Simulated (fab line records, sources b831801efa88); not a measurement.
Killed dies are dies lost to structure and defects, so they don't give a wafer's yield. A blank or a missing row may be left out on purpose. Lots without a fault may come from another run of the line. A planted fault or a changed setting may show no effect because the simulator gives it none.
fab line records | flow gf180mcu
record lots=24 wafers=72 last_day=35
route steps=602 shown M2@365 V2@398 M3@414
lots that met no fault: from a run of the same line without faults
start_h: hours from the record's first day to the start of the lot's first wafer shown | wait_h: hours since the lot's step before | " the same as in the row above | L1.1+2: a row that stands for several wafers | - no value, or no start given | * or withheld: withheld | < > ~ a bound
route shown NAME@n: a module of which the file shows steps, and the number in the route of the first | usual: mean/standard deviation of fault-free wafers | same: alike in all rows | chamber/n: place in a boat | sites: the reading at each site | _std_site: their standard deviation | _edge_site: outer sites' mean less inner sites' | radius_mm: how far each site lies from the wafer's centre | mask NAME#n: copy n | behind: the tool/chamber that last shaped the wafer | hold: why the lot was held/for how many hours/how that ended | device: the transistor (n, p or np) that didn't switch | end of line: the same wafers' tests at the end of the route | a step without rows: its recipe alone | killed: dies lost to structure and defects at the first sort, not the wafer's yield | map: a wafer's dies, x killed, . not, _ none there
set.NAME: the setting as run; set.NAME@STEP: as run at that earlier step | model.NAME: the simulator's own value behind a step, which no gauge read
steps of the route over a sample of lots; a table a step, a row a wafer
services: from which hour (start_h, from the record's first day; less than 0 if before it) a tool's chamber was out of use, for how many hours, and why
## steps
# step GF_M2_SPUTTER_03
# recipe material=Ti target_thk_nm=10 substrate_temp_c=300 chamber_pressure_pa=0.3 power_w=3000 time_s=6.7
# usual chamber_pressure_pa=0.3001/0.00062 substrate_temp_c=299.98/0.2 throttle_valve_pct=29.8/0.74
# columns lot.wafer tool chamber start_h wait_h chamber_pressure_pa substrate_temp_c throttle_valve_pct
L074.1 pvd_sputter-04 - 436.69 0.0 0.3005 300.13 29.7
L074.2 " - " " 0.3010 300.05 31.7
L074.4 " - " " 0.2990 299.78 29.0
L075.1 pvd_sputter-01 - 443.48 0.0 0.2996 299.86 29.7
L075.5 " - " " 0.2996 299.97 29.8
L075.6 " - " " 0.3008 299.89 30.4
L076.1 pvd_sputter-02 - 453.11 0.0 0.3015 299.71 30.6
L076.3 " - " " 0.2996 300.21 29.1
L076.6 " - " " 0.3002 299.98 30.6
L077.2 pvd_sputter-01 - 461.92 0.0 0.2996 299.59 29.5
L077.3 " - " " 0.3001 300.00 28.9
L077.4 " - " " 0.2995 299.99 30.9
L078.1 pvd_sputter-02 - 467.96 0.0 0.3000 299.77 28.8
L078.2 " - " " 0.2996 300.01 30.8
L078.3 " - " " 0.3003 300.02 29.0
L079.1 pvd_sputter-02 - 483.88 0.0 0.3009 299.87 30.8
L079.4 " - " " 0.3009 299.97 29.1
L079.5 " - " " 0.2995 300.13 30.0
L080.1 pvd_sputter-04 - 488.11 0.0 0.2997 300.15 29.6
L080.3 " - " " 0.3001 300.00 30.0
L080.4 " - " " 0.2996 299.90 31.7
L081.2 pvd_sputter-02 - 495.54 0.0 0.3002 300.15 30.3
L081.3 " - " " 0.3004 299.75 30.1
L081.5 " - " " 0.2999 300.15 29.3
L082.1 pvd_sputter-02 - 507.24 0.0 0.3001 300.21 30.9
L082.2 " - " " 0.3002 300.21 29.9
L082.4 " - " " 0.3014 299.73 29.1
L083.1 pvd_sputter-01 - 514.58 0.0 0.3004 300.28 30.3
L083.5 " - " " 0.2996 299.84 29.4
L083.6 " - " " 0.3002 300.12 30.8
L084.4 pvd_sputter-02 - 517.36 0.0 0.3003 300.13 30.0
L084.5 " - " " 0.2998 299.97 30.1
L084.6 " - " " 0.2996 299.74 30.5
L085.1 pvd_sputter-02 - 534.88 0.0 0.3000 299.93 30.2
L085.2 " - " " 0.3000 300.04 30.4
L085.6 " - " " 0.3002 300.11 30.6
L086.3 pvd_sputter-04 - 541.66 0.0 0.3009 299.87 29.8
L086.4 " - " " 0.3000 299.94 29.7
L086.6 " - " " 0.2995 299.68 31.4
L087.1 pvd_sputter-04 - 547.85 0.0 0.3009 299.90 29.7
L087.4 " - " " 0.2993 299.85 29.6
L087.6 " - " " 0.2996 299.75 29.9
L088.2 pvd_sputter-01 - 556.49 0.0 0.3014 299.89 28.9
L088.4 " - " " 0.3003 299.97 29.5
L088.6 " - " " 0.3008 300.13 28.9
L089.2 pvd_sputter-01 - 565.42 0.0 0.3008 300.32 30.7
L089.3 " - " " 0.3000 300.20 28.9
L089.4 " - " " 0.3000 300.04 30.8
L090.3 pvd_sputter-01 - 571.51 0.0 0.2988 299.81 30.5
L090.4 " - " " 0.3005 299.60 30.7
L090.5 " - " " 0.2995 299.99 30.8
L091.1 pvd_sputter-01 - 579.19 0.0 0.3000 300.03 30.6
L091.5 " - " " 0.2996 299.96 30.2
L091.6 " - " " 0.2991 300.04 28.6
L092.1 pvd_sputter-01 - 587.28 0.0 0.3011 300.00 28.8
L092.2 " - " " 0.3008 299.99 30.8
L092.5 " - " " 0.2996 300.07 29.1
L093.2 pvd_sputter-01 - 594.30 0.0 0.3002 299.64 30.6
L093.4 " - " " 0.3006 300.12 30.7
L093.6 " - " " 0.2997 300.23 30.7
L094.1 pvd_sputter-01 - 597.32 0.0 0.2989 299.93 30.5
L094.5 " - " " 0.2999 299.53 30.6
L094.6 " - " " 0.3002 300.13 29.2
L095.1 pvd_sputter-01 - 605.06 0.0 0.3002 300.05 29.5
L095.3 " - " " 0.2996 299.71 28.8
L095.4 " - " " 0.3008 299.44 30.3
L096.1 pvd_sputter-02 - 612.75 0.0 0.3004 300.19 29.2
L096.5 " - " " 0.3002 300.06 30.5
L096.6 " - " " 0.3002 300.26 29.1
L097.1 pvd_sputter-02 - 620.51 0.0 0.3000 299.84 30.7
L097.2 " - " " 0.2999 300.03 29.8
L097.4 " - " " 0.3010 300.06 29.2
# step GF_M2_OVL_MEAS_15
# usual M2_OVL=-2/4.8
# columns lot.wafer tool chamber start_h wait_h M2_OVL[nm]
L074.1 overlay-01 - 461.01 0.1 -12
L074.2 " - " " 1
L074.4 " - " " -3
L075.1 overlay-02 - 467.36 0.1 -8
L075.5 " - " " -6
L075.6 " - " " -1
L076.1 overlay-02 - 477.87 0.1 -8
L076.3 " - " " -7
L076.6 " - " " 0
L077.2 overlay-02 - 486.10 0.1 -6
L077.3 " - " " -3
L077.4 " - " " -3
L078.1 overlay-01 - 492.72 0.1 -4
L078.2 " - " " -3
L078.3 " - " " -3
L079.1 overlay-01 - 508.32 0.1 4
L079.4 " - " " 3
L079.5 " - " " 1
L080.1 overlay-01 - 512.13 0.1 2
L080.3 " - " " -10
L080.4 " - " " 4
L081.2 overlay-02 - 520.27 0.1 -2
L081.3 " - " " 0
L081.5 " - " " 3
L082.1 overlay-02 - 531.77 0.1 -8
L082.2 " - " " -1
L082.4 " - " " 1
L083.1 overlay-01 - 538.32 0.1 5
L083.5 " - " " 7
L083.6 " - " " 6
L084.4 overlay-02 - 541.93 0.1 -11
L084.5 " - " " -6
L084.6 " - " " 1
L085.1 overlay-01 - 557.62 0.1 -2
L085.2 " - " " 0
L085.6 " - " " -2
L086.3 overlay-01 - 564.83 0.1 -5
L086.4 " - " " -7
L086.6 " - " " 0
L087.1 overlay-02 - 570.91 0.1 -1
L087.4 " - " " 0
L087.6 " - " " -1
L088.2 overlay-01 - 578.97 0.1 -12
L088.4 " - " " -6
L088.6 " - " " -12
L089.2 overlay-01 - 588.17 0.1 5
L089.3 " - " " 5
L089.4 " - " " -5
L090.3 overlay-01 - 593.54 0.1 -4
L090.4 " - " " 0
L090.5 " - " " -3
L091.1 overlay-01 - 600.61 0.1 -6
L091.5 " - " " -7
L091.6 " - " " 6
L092.1 overlay-02 - 609.47 0.1 0
L092.2 " - " " -8
L092.5 " - " " -10
L093.2 overlay-01 - 615.82 0.1 -1
L093.4 " - " " 5
L093.6 " - " " 3
L094.1 overlay-01 - 619.17 0.1 3
L094.5 " - " " 0
L094.6 " - " " -5
L095.1 overlay-02 - 626.06 0.1 -5
L095.3 " - " " -12
L095.4 " - " " -7
L096.1 overlay-01 - 633.62 0.1 1
L096.5 " - " " -6
L096.6 " - " " -2
L097.1 overlay-02 - 640.22 0.1 6
L097.2 " - " " 6
L097.4 " - " " 6
# step GF_V2_ETCH_16
# recipe chemistry=N2/H2 target_depth_a=withheld overetch_a=withheld time_s=withheld target=BARC ion_energy_ev=200 source_w=500 bias_w=100 pressure_mtorr=30 n2_flow_sccm=100 h2_flow_sccm=200
# usual drypump_motor_current_A=5.7/0.42 oes_product_au=0.854/0.0045 throttle_valve_pct=13.225/0.0098
# columns lot.wafer tool chamber start_h wait_h drypump_motor_current_A oes_product_au throttle_valve_pct
L074.1 rie_diel-03 3 488.30 0.0 5.5 0.849 13.215
L074.2 " 2 " " 6.2 0.853 13.221
L074.4 " 0 " " 6.4 0.853 13.233
L075.1 rie_diel-01 0 493.03 0.0 5.8 0.851 13.210
L075.5 " 2 " " 6.0 0.859 13.219
L075.6 " 3 " " 5.6 0.859 13.237
L076.1 rie_diel-01 1 503.93 0.0 5.8 0.853 13.246
L076.3 " 2 " " 6.0 0.857 13.219
L076.6 " 2 " " 6.0 0.852 13.195
L077.2 rie_diel-03 0 511.68 0.0 6.4 0.854 13.218
L077.3 " 2 " " 6.2 0.853 13.235
L077.4 " 3 " " 5.6 0.845 13.234
L078.1 rie_diel-02 0 518.63 0.0 5.8 0.861 13.221
L078.2 " 3 " " 5.1 0.865 13.215
L078.3 " 1 " " 4.9 0.860 13.216
L079.1 rie_diel-03 1 533.63 0.0 5.7 0.853 13.215
L079.4 " 2 " " 6.2 0.853 13.223
L079.5 " 3 " " 5.6 0.857 13.218
L080.1 rie_diel-02 1 537.70 0.0 4.8 0.856 13.222
L080.3 " 0 " " 5.8 0.858 13.216
L080.4 " 2 " " 5.7 0.851 13.227
L081.2 rie_diel-02 3 545.40 0.0 5.1 0.848 13.229
L081.3 " 1 " " 4.8 0.845 13.221
L081.5 " 2 " " 5.7 0.854 13.229
L082.1 rie_diel-02 3 556.48 0.0 5.1 0.857 13.222
L082.2 " 2 " " 5.6 0.853 13.229
L082.4 " 0 " " 5.8 0.851 13.217
L083.1 rie_diel-03 3 563.15 0.0 5.5 0.854 13.220
L083.5 " 3 " " 5.5 0.851 13.225
L083.6 " 0 " " 6.4 0.851 13.234
L084.4 rie_diel-02 3 566.43 0.0 5.1 0.858 13.243
L084.5 " 3 " " 5.1 0.855 13.235
L084.6 " 0 " " 5.8 0.857 13.219
L085.1 rie_diel-03 1 582.48 0.0 5.7 0.853 13.236
L085.2 " 0 " " 6.4 0.857 13.230
L085.6 " 1 " " 5.8 0.861 13.213
L086.3 rie_diel-03 2 588.80 0.0 6.2 0.860 13.213
L086.4 " 1 " " 5.7 0.860 13.218
L086.6 " 3 " " 5.5 0.851 13.239
L087.1 rie_diel-01 3 594.55 0.0 5.6 0.857 13.217
L087.4 " 1 " " 5.9 0.866 13.221
L087.6 " 0 " " 5.8 0.847 13.228
L088.2 rie_diel-03 1 602.08 0.0 5.7 0.855 13.246
L088.4 " 0 " " 6.4 0.853 13.219
L088.6 " 0 " " 6.4 0.857 13.214
L089.2 rie_diel-01 1 610.93 0.0 5.9 0.861 13.238
L089.3 " 0 " " 5.8 0.853 13.237
L089.4 " 3 " " 5.6 0.853 13.215
L090.3 rie_diel-02 2 617.04 0.0 5.7 0.851 13.222
L090.4 " 0 " " 5.8 0.847 13.225
L090.5 " 3 " " 5.1 0.840 13.221
L091.1 rie_diel-01 2 623.70 0.0 6.0 0.855 13.209
L091.5 " 3 " " 5.7 0.856 13.236
L091.6 " 2 " " 6.0 0.855 13.209
L092.1 rie_diel-03 0 631.83 0.0 6.4 0.848 13.231
L092.2 " 2 " " 6.2 0.848 13.218
L092.5 " 3 " " 5.5 0.849 13.227
L093.2 rie_diel-03 2 637.35 0.0 6.2 0.854 13.235
L093.4 " 1 " " 5.8 0.848 13.231
L093.6 " 3 " " 5.5 0.856 13.231
L094.1 rie_diel-01 2 640.30 0.0 6.0 0.854 13.214
L094.5 " 3 " " 5.6 0.852 13.218
L094.6 " 2 " " 6.0 0.855 13.236
L095.1 rie_diel-02 0 647.23 0.0 5.8 0.851 13.207
L095.3 " 1 " " 4.9 0.856 13.229
L095.4 " 3 " " 5.1 0.854 13.227
L096.1 rie_diel-01 3 655.93 0.0 5.7 0.850 13.234
L096.5 " 0 " " 5.8 0.856 13.209
L096.6 " 3 " " 5.6 0.859 13.238
L097.1 rie_diel-02 2 662.05 0.0 5.7 0.851 13.212
L097.2 " 0 " " 5.7 0.849 13.219
L097.4 " 1 " " 4.9 0.851 13.233
# step GF_V2_CMP_26
# recipe stop_on=SiO2 down_force_psi=3.5 platen_rpm=60 t_overpolish_s=15 target_thk_nm=0 pad_velocity_m_s=0.94248
# usual motor_current_A=11.6/0.96 overpolish_run_s=15.002/0.0098 platen_rpm=60.00/0.037 time_to_endpoint_s=84/4.4
# columns lot.wafer tool chamber start_h wait_h motor_current_A overpolish_run_s platen_rpm time_to_endpoint_s
L074.2 cmp-02 3 489.50 0.0 10.4 14.998 60.05 83
L074.1 " 0 " " 11.9 15.011 59.96 77
L074.4 " 1 " " 12.3 15.004 60.03 79
L075.1 cmp-01 3 494.14 0.1 13.3 15.020 59.97 88
L075.6 " 2 " " 10.5 14.994 60.02 82
L075.5 " 3 " " 12.7 15.012 59.95 91
L076.1 cmp-02 2 505.02 0.1 11.3 15.009 60.03 78
L076.3 " 1 " " 12.4 14.977 60.00 87
L076.6 " 2 " " 10.7 15.009 59.97 77
L077.2 cmp-02 3 512.74 0.0 10.5 15.003 60.00 88
L077.4 " 0 " " 11.2 14.997 59.98 83
L077.3 " 2 " " 11.3 15.005 60.07 83
L078.2 cmp-02 0 519.69 0.0 11.6 15.009 60.00 85
L078.1 " 1 " " 12.0 15.000 59.91 83
L078.3 " 3 " " 10.3 14.998 59.99 87
L079.1 cmp-02 0 534.72 0.1 11.5 15.007 59.99 76
L079.4 " 3 " " 10.1 15.010 60.05 82
L079.5 " 0 " " 11.9 15.017 59.97 76
L080.1 cmp-01 0 538.76 0.1 12.2 15.003 60.03 82
L080.4 " 2 " " 10.3 15.002 60.02 77
L080.3 " 3 " " 13.0 15.010 60.07 85
L081.3 cmp-02 1 546.59 0.0 11.9 15.000 59.99 82
L081.2 " 0 " " 11.8 14.994 60.00 81
L081.5 " 1 " " 11.6 15.003 59.95 83
L082.4 cmp-01 3 557.66 0.0 12.9 15.004 60.05 85
L082.1 " 0 " " 11.5 14.991 60.01 84
L082.2 " 2 " " 10.7 15.012 59.97 83
L083.1 cmp-02 1 564.45 0.1 11.5 15.003 59.96 74
L083.6 " 3 " " 10.3 14.987 59.96 79
L083.5 " 0 " " 11.7 15.013 60.02 72
L084.4 cmp-02 2 567.61 0.0 10.9 14.992 59.98 77
L084.6 " 2 " " 10.9 15.004 59.97 78
L084.5 " 3 " " 10.0 14.980 59.93 84
L085.1 cmp-01 1 583.65 0.1 12.4 15.000 60.00 89
L085.2 " 0 " " 11.6 15.005 60.03 88
L085.6 " 1 " " 12.1 14.993 59.98 89
L086.4 cmp-01 2 589.96 0.1 10.5 15.011 60.03 86
L086.3 " 3 " " 13.1 14.993 60.08 86
L086.6 " 1 " " 12.4 14.997 60.04 85
L087.1 cmp-01 0 596.04 0.1 11.5 15.001 60.00 85
L087.4 " 1 " " 12.2 15.017 60.07 85
L087.6 " 3 " " 12.9 15.019 60.03 89
L088.4 cmp-02 2 603.36 0.2 11.5 14.998 60.03 82
L088.2 " 3 " " 10.4 15.012 59.98 86
L088.6 " 1 " " 11.8 15.013 59.94 82
L089.2 cmp-02 1 611.99 0.0 12.1 14.983 60.06 83
L089.3 " 2 " " 10.8 15.012 60.01 75
L089.4 " 0 " " 11.4 15.003 60.00 76
L090.3 cmp-01 1 618.14 0.1 11.6 14.992 60.04 84
L090.4 " 2 " " 10.0 15.000 59.99 83
L090.5 " 0 " " 11.6 15.011 59.98 87
L091.1 cmp-01 0 624.80 0.1 11.3 15.002 59.97 90
L091.5 " 3 " " 12.9 15.000 59.97 84
L091.6 " 0 " " 12.6 15.005 60.04 87
L092.1 cmp-01 1 632.95 0.1 11.4 15.005 59.98 84
L092.2 " 3 " " 12.5 15.003 60.00 84
L092.5 " 1 " " 11.8 14.991 59.95 85
L093.2 cmp-01 3 638.49 0.1 13.2 15.021 60.00 88
L093.4 " 0 " " 11.9 15.022 60.03 87
L093.6 " 2 " " 10.3 14.991 60.05 88
L094.1 cmp-01 0 641.50 0.2 11.6 15.011 60.07 91
L094.5 " 1 " " 11.8 14.990 59.98 88
L094.6 " 2 " " 9.7 15.001 60.00 85
L095.1 cmp-01 2 648.32 0.1 10.2 14.995 59.98 85
L095.3 " 0 " " 11.6 15.018 59.99 86
L095.4 " 1 " " 12.3 15.000 60.00 88
L096.1 cmp-01 1 657.26 0.2 12.5 15.002 59.95 87
L096.6 " 2 " " 10.8 14.990 59.96 86
L096.5 " 3 " " 13.3 15.000 60.05 87
L097.2 cmp-01 0 663.19 0.0 12.0 15.012 60.00 90
L097.1 " 1 " " 12.1 15.010 60.03 88
L097.4 " 2 " " 10.2 15.005 60.02 85
# step GF_M3_RS_MEAS_05
# recipe thk_meas_gauge=four-point-probe reads=TiN_of_M3_SPUTTER_04+Ti_of_M3_SPUTTER_03+AlCu_of_M3_SPUTTER_02+TiN_of_M3_SPUTTER_01+Ti_of_M3_SPUTTER_00
# usual M3_ALCU_RS=0.0694/0.00091
# columns lot.wafer tool chamber start_h wait_h M3_ALCU_RS[ohm/sq]
L074.1 film_metro-01 - 490.02 0.0 0.0688
L074.2 " - " " 0.0699
L074.4 " - " " 0.0694
L075.1 film_metro-02 - 494.61 0.0 0.0688
L075.5 " - " " 0.0691
L075.6 " - " " 0.0682
L076.1 film_metro-03 - 505.54 0.0 0.0689
L076.3 " - " " 0.0703
L076.6 " - " " 0.0699
L077.2 film_metro-01 - 513.28 0.0 0.0695
L077.3 " - " " 0.0696
L077.4 " - " " 0.0709
L078.1 film_metro-01 - 520.21 0.0 0.0675
L078.2 " - " " 0.0667
L078.3 " - " " 0.0677
L079.1 film_metro-01 - 535.24 0.0 0.0693
L079.4 " - " " 0.0681
L079.5 " - " " 0.0696
L080.1 film_metro-03 - 539.28 0.0 0.0706
L080.3 " - " " 0.0686
L080.4 " - " " 0.0688
L081.2 film_metro-01 - 547.13 0.0 0.0697
L081.3 " - " " 0.0707
L081.5 " - " " 0.0688
L082.1 film_metro-02 - 558.18 0.0 0.0701
L082.2 " - " " 0.0701
L082.4 " - " " 0.0698
L083.1 film_metro-03 - 564.87 0.0 0.0704
L083.5 " - " " 0.0706
L083.6 " - " " 0.0719
L084.4 film_metro-02 - 568.19 0.1 0.0715
L084.5 " - " " 0.0703
L084.6 " - " " 0.0706
L085.1 film_metro-03 - 584.17 0.0 0.0703
L085.2 " - " " 0.0700
L085.6 " - " " 0.0691
L086.3 film_metro-03 - 590.42 0.1 0.0707
L086.4 " - " " 0.0698
L086.6 " - " " 0.0702
L087.1 film_metro-01 - 596.46 0.0 0.0695
L087.4 " - " " 0.0694
L087.6 " - " " 0.0694
L088.2 film_metro-01 - 603.80 0.0 0.0698
L088.4 " - " " 0.0690
L088.6 " - " " 0.0691
L089.2 film_metro-01 - 612.53 0.0 0.0696
L089.3 " - " " 0.0696
L089.4 " - " " 0.0699
L090.3 film_metro-02 - 618.65 0.1 0.0683
L090.4 " - " " 0.0693
L090.5 " - " " 0.0682
L091.1 film_metro-01 - 625.27 0.0 0.0692
L091.5 " - " " 0.0694
L091.6 " - " " 0.0694
L092.1 film_metro-01 - 633.42 0.0 0.0693
L092.2 " - " " 0.0690
L092.5 " - " " 0.0692
L093.2 film_metro-01 - 638.98 0.0 0.0683
L093.4 " - " " 0.0700
L093.6 " - " " 0.0696
L094.1 film_metro-03 - 641.87 0.0 0.0701
L094.5 " - " " 0.0709
L094.6 " - " " 0.0707
L095.1 film_metro-02 - 648.84 0.0 0.0692
L095.3 " - " " 0.0695
L095.4 " - " " 0.0702
L096.1 film_metro-01 - 657.63 0.0 0.0678
L096.5 " - " " 0.0691
L096.6 " - " " 0.0689
L097.1 film_metro-01 - 663.71 0.0 0.0692
L097.2 " - " " 0.0687
L097.4 " - " " 0.0685
# step GF_M3_THK_MEAS_06
# recipe thk_meas_gauge=xrf reads=AlCu_of_M3_SPUTTER_02
# usual M3_ALCU_THK=454/6.5
# columns lot.wafer tool chamber start_h wait_h M3_ALCU_THK[nm]
L074.1 film_metro-01 - 490.14 0.1 458
L074.2 " - " " 452
L074.4 " - " " 454
L075.1 film_metro-02 - 494.73 0.1 457
L075.5 " - " " 457
L075.6 " - " " 462
L076.1 film_metro-03 - 505.66 0.1 462
L076.3 " - " " 451
L076.6 " - " " 450
L077.2 film_metro-01 - 513.39 0.1 456
L077.3 " - " " 455
L077.4 " - " " 443
L078.1 film_metro-01 - 520.33 0.1 466
L078.2 " - " " 473
L078.3 " - " " 467
L079.1 film_metro-01 - 535.36 0.1 451
L079.4 " - " " 462
L079.5 " - " " 453
L080.1 film_metro-03 - 539.40 0.1 447
L080.3 " - " " 458
L080.4 " - " " 460
L081.2 film_metro-01 - 547.24 0.1 451
L081.3 " - " " 444
L081.5 " - " " 458
L082.1 film_metro-02 - 558.30 0.1 450
L082.2 " - " " 448
L082.4 " - " " 452
L083.1 film_metro-03 - 564.99 0.1 444
L083.5 " - " " 442
L083.6 " - " " 437
L084.4 film_metro-02 - 568.28 0.1 443
L084.5 " - " " 449
L084.6 " - " " 446
L085.1 film_metro-03 - 584.29 0.1 447
L085.2 " - " " 451
L085.6 " - " " 454
L086.3 film_metro-03 - 590.52 0.1 444
L086.4 " - " " 450
L086.6 " - " " 447
L087.1 film_metro-01 - 596.58 0.1 450
L087.4 " - " " 455
L087.6 " - " " 451
L088.2 film_metro-01 - 603.91 0.1 451
L088.4 " - " " 454
L088.6 " - " " 456
L089.2 film_metro-01 - 612.64 0.1 452
L089.3 " - " " 452
L089.4 " - " " 452
L090.3 film_metro-02 - 618.75 0.1 463
L090.4 " - " " 457
L090.5 " - " " 462
L091.1 film_metro-01 - 625.39 0.1 456
L091.5 " - " " 450
L091.6 " - " " 453
L092.1 film_metro-01 - 633.54 0.1 454
L092.2 " - " " 456
L092.5 " - " " 458
L093.2 film_metro-01 - 639.09 0.1 458
L093.4 " - " " 449
L093.6 " - " " 453
L094.1 film_metro-03 - 641.99 0.1 451
L094.5 " - " " 444
L094.6 " - " " 444
L095.1 film_metro-02 - 648.96 0.1 454
L095.3 " - " " 454
L095.4 " - " " 450
L096.1 film_metro-01 - 657.75 0.1 467
L096.5 " - " " 457
L096.6 " - " " 460
L097.1 film_metro-01 - 663.83 0.1 458
L097.2 " - " " 462
L097.4 " - " " 463
## services
# columns tool chamber start_h hours kind
rie_diel-01 1 422.78 6.0 repair
rie_diel-01 0 427.57 5.4 repair
rie_diel-03 3 430.49 4.8 repair
rie_diel-01 0 437.40 1.5 repair
cmp-01 - 438.60 1.0 repair
rie_diel-03 0 445.47 16.2 repair
cmp-02 - 448.09 0.5 repair
cmp-02 - 459.52 5.5 repair
rie_diel-01 1 467.62 14.5 repair
rie_diel-01 - 475.31 0.6 repair
rie_diel-01 2 483.26 4.6 repair
rie_diel-02 - 497.87 2.8 pm
rie_diel-03 1 497.99 1.7 repair
rie_diel-02 2 501.10 14.8 repair
rie_diel-03 1 526.51 6.8 repair
pvd_sputter-01 - 553.56 1.0 repair
rie_diel-02 2 571.30 4.1 repair
cmp-01 - 572.00 4.0 pm
cmp-01 - 574.42 0.3 repair
cmp-01 - 600.84 15.3 pm
cmp-01 - 636.91 0.2 repair
cmp-01 - 642.12 2.9 repair
pvd_sputter-02 - 645.18 3.2 repair
cmp-02 - 657.38 1.3 repair
## key
fault none
